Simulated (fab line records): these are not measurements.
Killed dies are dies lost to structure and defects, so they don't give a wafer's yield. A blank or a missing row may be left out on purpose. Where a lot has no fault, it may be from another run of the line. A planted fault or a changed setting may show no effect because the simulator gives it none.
One fault through the eyes of 2 desks ; flow gf180mcu ; each desk holds nothing but its own numbers, with what lay behind them at the end

## THE METROLOGY DESK
What the gauges read, lot by lot, whatever tool the lot ran on: means of the sampled wafers that have a number. A lot is out of limits, marked OUT, if its mean lies more than 4 standard deviations from the usual mean; the brackets give that distance.
Columns: A = cd-nm at GF_V5_CD_MEAS_14, usual 259.9 nm; B = V5_OVL at GF_V5_OVL_MEAS_15, usual 1 nm
lot;first seen here;A;B
L849;day 29 03:16;260.5;0
L851;day 29 17:47;258.4;-1
L856;day 31 03:26;260.7;-6
L857;day 31 23:22;261.3;-4
L863;day 33 04:44;261.1;9
L864;day 33 09:50;259.1;4
This desk's verdict: no lot among the 6 shows anything out of limits.

## TOOL OWNER'S DESK, pvd-sputter-01
At GF_V5_SPUTTER_22 (material TiN, target thk 10 nm, time 40 s) the tool's own readings: per lot run on this tool, the mean of the sampled wafers that have a number. A lot is out of limits, marked OUT, if its mean lies more than 4 standard deviations from the usual mean; the brackets give that distance.
Columns: A = chamber-pressure-pa at GF_V5_SPUTTER_22, usual 4.999 Pa; B = throttle-valve-pct at GF_V5_SPUTTER_22, usual 30.9 %
lot;first seen here;A;B
L849;day 29 04:09;5.002;31.5
L851;day 29 18:39;4.993;30.6
L856;day 31 04:23;4.991;30.3
L857;day 32 00:21;5.007;30.6
L863;day 33 05:37;4.997;31.5
L864;day 33 10:42;5.008;30.6
This desk's verdict: no lot among the 6 shows anything out of limits.

## BROUGHT TOGETHER
At the metrology desk, nothing out of limits was observed.
The desk of the tool owner found nothing out of limits.

## WHAT WAS PUT IN BY THE SIMULATOR
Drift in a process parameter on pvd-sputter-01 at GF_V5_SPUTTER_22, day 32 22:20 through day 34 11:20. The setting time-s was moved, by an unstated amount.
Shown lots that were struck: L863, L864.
